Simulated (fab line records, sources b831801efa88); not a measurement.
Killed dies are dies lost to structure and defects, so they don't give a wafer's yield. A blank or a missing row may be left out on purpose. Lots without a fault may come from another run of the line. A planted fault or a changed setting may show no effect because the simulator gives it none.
Which tool did it? | flow gf180mcu | 24 lots, 72 wafers sampled, at 5 steps of a route of 602

WHAT THE GAUGES READ, wafer by wafer
GF_V3_OVL_MEAS_15.
lot  | measured     | on         | V3_OVL (nm)
L074 | day 22 00:20 | overlay-01 | -1 -1 -1
L075 | day 22 12:38 | overlay-01 | -1 -1 -2
L076 | day 23 00:20 | overlay-02 | -2 1 -3
L077 | day 23 07:29 | overlay-01 | 5 1 6
L078 | day 23 15:59 | overlay-02 | -1 -3 -9
L079 | day 24 10:59 | overlay-02 | -3 -2 5
L080 | day 24 19:47 | overlay-02 | -6 -6 -5
L081 | day 25 02:05 | overlay-02 | -14 -7 -12
L082 | day 25 07:26 | overlay-01 | 1 2 5
L083 | day 25 12:14 | overlay-02 | -5 -6 -2
L084 | day 25 23:59 | overlay-01 | 5 -5 6
L085 | day 26 09:20 | overlay-02 | 3 2 0
L086 | day 26 12:11 | overlay-01 | -6 -7 -6
L087 | day 27 00:44 | overlay-02 | 0 1 2
L088 | day 27 04:47 | overlay-02 | -5 -4 -8
L089 | day 27 13:23 | overlay-02 | -6 -2 -3
L090 | day 27 19:26 | overlay-02 | -4 2 -4
L091 | day 28 02:35 | overlay-02 | 10 10 12
L092 | day 28 18:17 | overlay-01 | -5 -6 -2
L093 | day 28 19:25 | overlay-02 | 0 -7 2
L094 | day 28 21:54 | overlay-01 | -3 7 6
L095 | day 29 05:26 | overlay-01 | 5 1 -3
L096 | day 29 13:56 | overlay-01 | 6 8 0
L097 | day 29 20:17 | overlay-02 | -3 -2 -10

GF_V3_RS_MEAS_24: measures by four-point-probe.
lot  | measured     | on            | V3_W_RS (ohm/sq)
L074 | day 22 01:18 | film_metro-02 | 0.327 0.324 0.329
L075 | day 22 13:34 | film_metro-01 | 0.335 0.329 0.329
L076 | day 23 01:14 | film_metro-01 | 0.333 0.328 0.331
L077 | day 23 08:25 | film_metro-01 | 0.324 0.325 0.324
L078 | day 23 16:54 | film_metro-03 | 0.325 0.325 0.327
L079 | day 24 11:54 | film_metro-02 | 0.336 0.330 0.333
L080 | day 24 20:43 | film_metro-03 | 0.329 0.326 0.324
L081 | day 25 03:08 | film_metro-02 | 0.335 0.333 0.329
L082 | day 25 08:50 | film_metro-01 | 0.332 0.334 0.331
L083 | day 25 13:11 | film_metro-01 | 0.330 0.332 0.329
L084 | day 26 00:53 | film_metro-02 | 0.325 0.323 0.329
L085 | day 26 10:16 | film_metro-01 | 0.327 0.329 0.329
L086 | day 26 13:08 | film_metro-02 | 0.328 0.330 0.327
L087 | day 27 02:00 | film_metro-03 | 0.322 0.323 0.325
L088 | day 27 05:51 | film_metro-02 | 0.332 0.335 0.333
L089 | day 27 14:20 | film_metro-02 | 0.328 0.329 0.330
L090 | day 27 20:28 | film_metro-03 | 0.329 0.326 0.330
L091 | day 28 03:32 | film_metro-01 | 0.330 0.330 0.330
L092 | day 28 19:13 | film_metro-03 | 0.327 0.326 0.325
L093 | day 28 20:22 | film_metro-01 | 0.327 0.325 0.325
L094 | day 28 22:53 | film_metro-03 | 0.324 0.325 0.328
L095 | day 29 06:23 | film_metro-02 | 0.327 0.329 0.333
L096 | day 29 14:52 | film_metro-01 | 0.330 0.333 0.328
L097 | day 29 21:13 | film_metro-03 | 0.327 0.334 0.333

GF_M5_OVL_MEAS_08.
lot  | measured     | on         | M5_OVL (nm)
L074 | day 25 21:59 | overlay-02 | -12 -15 -9
L075 | day 26 09:29 | overlay-01 | -10 -1 -4
L076 | day 26 22:32 | overlay-02 | 3 -2 0
L077 | day 27 02:17 | overlay-02 | -6 2 1
L078 | day 27 11:53 | overlay-01 | 5 3 7
L079 | day 28 03:23 | overlay-02 | -3 -3 -8
L080 | day 28 14:41 | overlay-02 | -5 1 -2
L081 | day 28 18:14 | overlay-02 | -9 -5 -7
L082 | day 28 21:47 | overlay-01 | -11 -5 -10
L083 | day 29 01:05 | overlay-01 | -3 1 -4
L084 | day 29 12:40 | overlay-02 | 2 -5 -4
L085 | day 29 20:53 | overlay-01 | -7 4 -3
L086 | day 29 22:30 | overlay-02 | 1 -3 2
L087 | day 30 11:07 | overlay-02 | 15 9 6
L088 | day 30 14:29 | overlay-02 | -8 -6 -3
L089 | day 30 21:14 | overlay-01 | -6 -3 5
L090 | day 31 04:05 | overlay-01 | -7 -5 -8
L091 | day 31 09:57 | overlay-01 | -4 1 5
L092 | day 32 00:26 | overlay-01 | 2 -4 -9
L093 | day 32 00:47 | overlay-02 | 2 10 5
L094 | day 32 04:02 | overlay-01 | -1 -1 -2
L095 | day 32 10:11 | overlay-01 | -7 -13 -11
L096 | day 32 18:11 | overlay-02 | -12 -13 -2
L097 | day 32 22:05 | overlay-02 | -12 -2 -4

WHICH TOOL RAN EACH LOT (tool, then ch and the chambers of the sampled wafers, then the start)
lot  | GF_PSD_STRIP_10                      | GF_CONTACT_SPUTTER_23
L074 | plasma_asher-04 ch 0,1, day 13 22:43 | pvd_sputter-04, day 15 19:39
L075 | plasma_asher-03 ch 0,1, day 14 08:28 | pvd_sputter-02, day 16 06:22
L076 | plasma_asher-03 ch 0,1, day 14 20:47 | pvd_sputter-03, day 16 18:10
L077 | plasma_asher-02 ch 0,1, day 15 02:59 | pvd_sputter-02, day 17 01:30
L078 | plasma_asher-04 ch 0,1, day 15 12:02 | pvd_sputter-02, day 17 11:15
L079 | plasma_asher-04 ch 0,1, day 16 02:38 | pvd_sputter-04, day 18 02:29
L080 | plasma_asher-04 ch 0,1, day 16 12:17 | pvd_sputter-02, day 18 13:12
L081 | plasma_asher-02 ch 0,1, day 16 20:34 | pvd_sputter-02, day 18 20:26
L082 | plasma_asher-03 ch 0,1, day 17 02:31 | pvd_sputter-02, day 19 02:49
L083 | plasma_asher-02 ch 0,1, day 17 09:03 | pvd_sputter-02, day 19 10:21
L084 | plasma_asher-04 ch 0,1, day 17 14:17 | pvd_sputter-03, day 19 15:28
L085 | plasma_asher-03 ch 0,1, day 18 05:37 | pvd_sputter-02, day 20 08:06
L086 | plasma_asher-04 ch 0,1, day 18 10:07 | pvd_sputter-02, day 20 11:58
L087 | plasma_asher-02 ch 1, day 18 20:25   | pvd_sputter-03, day 20 22:53
L088 | plasma_asher-02 ch 0,1, day 19 03:49 | pvd_sputter-02, day 21 06:11
L089 | plasma_asher-02 ch 1, day 19 13:25   | pvd_sputter-02, day 21 16:32
L090 | plasma_asher-03 ch 0,1, day 19 17:28 | pvd_sputter-04, day 21 20:18
L091 | plasma_asher-02 ch 0,1, day 20 05:00 | pvd_sputter-03, day 22 08:20
L092 | plasma_asher-03 ch 0,1, day 20 20:01 | pvd_sputter-03, day 22 23:05
L093 | plasma_asher-02 ch 0,1, day 21 01:19 | pvd_sputter-02, day 23 04:10
L094 | plasma_asher-03 ch 0,1, day 21 02:31 | pvd_sputter-03, day 23 04:27
L095 | plasma_asher-02 ch 0,1, day 21 15:52 | pvd_sputter-02, day 23 18:13
L096 | plasma_asher-02 ch 0,1, day 21 23:05 | pvd_sputter-02, day 24 01:28
L097 | plasma_asher-04 ch 0,1, day 22 09:10 | pvd_sputter-04, day 24 10:35
- GF_PSD_STRIP_10: strips in O2/N2.
- GF_CONTACT_SPUTTER_23: material TiN, target thk 10 nm, time 40 s.

WHAT THE TOOLS THEMSELVES READ (means of the sampled wafers that have a number; where no wafer has one, the mark that the record gives instead)
GF_PSD_STRIP_10.
lot  | tool            | drypump_motor_current_A (A) | heater_power_w (W) | oes_product_au (a.u.) | strip_time_to_endpoint_s (s)
L074 | plasma_asher-04 | 6.13                        | 297                | 0.595                 | 16.48
L075 | plasma_asher-03 | 5.77                        | 311                | 0.595                 | 16.48
L076 | plasma_asher-03 | 5.89                        | 302                | 0.592                 | 16.53
L077 | plasma_asher-02 | 6.06                        | 345                | 0.588                 | 16.49
L078 | plasma_asher-04 | 6.15                        | 310                | 0.592                 | 16.57
L079 | plasma_asher-04 | 6.12                        | 303                | 0.587                 | 16.50
L080 | plasma_asher-04 | 6.13                        | 302                | 0.593                 | 16.56
L081 | plasma_asher-02 | 6.07                        | 348                | 0.592                 | 16.50
L082 | plasma_asher-03 | 5.79                        | 305                | 0.597                 | 16.53
L083 | plasma_asher-02 | 6.09                        | 346                | 0.591                 | 16.53
L084 | plasma_asher-04 | 6.10                        | 300                | 0.590                 | 16.58
L085 | plasma_asher-03 | 5.90                        | 302                | 0.593                 | 16.53
L086 | plasma_asher-04 | 6.13                        | 303                | 0.594                 | 16.51
L087 | plasma_asher-02 | 5.98                        | 371                | 0.590                 | 16.52
L088 | plasma_asher-02 | 6.04                        | 354                | 0.591                 | 16.51
L089 | plasma_asher-02 | 6.01                        | 370                | 0.593                 | 16.53
L090 | plasma_asher-03 | 5.90                        | 300                | 0.590                 | 16.51
L091 | plasma_asher-02 | 6.02                        | 359                | 0.597                 | 16.53
L092 | plasma_asher-03 | 5.79                        | 307                | 0.590                 | 16.55
L093 | plasma_asher-02 | 6.08                        | 349                | 0.594                 | 16.57
L094 | plasma_asher-03 | 5.77                        | 308                | 0.594                 | 16.51
L095 | plasma_asher-02 | 6.04                        | 361                | 0.593                 | 16.52
L096 | plasma_asher-02 | 6.07                        | 344                | 0.592                 | 16.57
L097 | plasma_asher-04 | 6.17                        | 302                | 0.591                 | 16.51

GF_CONTACT_SPUTTER_23.
lot  | tool           | cathode_dc_power_W (W) | throttle_valve_pct (%)
L074 | pvd_sputter-04 | 4000.6                 | 31.1
L075 | pvd_sputter-02 | 3999.5                 | 29.6
L076 | pvd_sputter-03 | 4000.3                 | 29.4
L077 | pvd_sputter-02 | 3999.8                 | 29.8
L078 | pvd_sputter-02 | 4000.2                 | 29.3
L079 | pvd_sputter-04 | 4000.2                 | 30.6
L080 | pvd_sputter-02 | 4000.1                 | 29.7
L081 | pvd_sputter-02 | 4000.5                 | 29.1
L082 | pvd_sputter-02 | 4000.1                 | 29.3
L083 | pvd_sputter-02 | 4000.0                 | 29.7
L084 | pvd_sputter-03 | 4000.8                 | 30.2
L085 | pvd_sputter-02 | 3999.5                 | 29.7
L086 | pvd_sputter-02 | 3999.6                 | 29.6
L087 | pvd_sputter-03 | 4000.0                 | 28.9
L088 | pvd_sputter-02 | 4000.1                 | 29.3
L089 | pvd_sputter-02 | 3999.2                 | 29.6
L090 | pvd_sputter-04 | 3999.8                 | 31.2
L091 | pvd_sputter-03 | 3999.1                 | 28.9
L092 | pvd_sputter-03 | 3999.9                 | 30.1
L093 | pvd_sputter-02 | 3999.9                 | 29.8
L094 | pvd_sputter-03 | 3999.3                 | 29.5
L095 | pvd_sputter-02 | 4000.1                 | 29.4
L096 | pvd_sputter-02 | 4000.1                 | 29.6
L097 | pvd_sputter-04 | 3999.8                 | 30.6

THE ANSWER, worked out from the rows above alone
Rule: what is usual is taken from the lots themselves. Put in order of their means at a reading, lots are off if they are a third of the lots or fewer, leave a main group of 4 or more, and stand apart from it by a gap of 3 or more times the standard deviation of the main group's means; of several such gaps the widest counts. A main group whose means are all the same, to the digits that the tables above print for the reading, isn't used. A lot without any number at a reading at which 4 lots or more have one is off too. The other lots that the step has rows for count as sound. The gauges are gone through in route order, then the tools' own readings, and for those a lot's mean is taken as printed above. The first step at which some lot is off is used, and at that step the reading that is off furthest; a lot without a number counts as furthest.
No lot is off at any reading shown: from this, nothing can be told.

WHAT THE SIMULATOR HAD PUT IN
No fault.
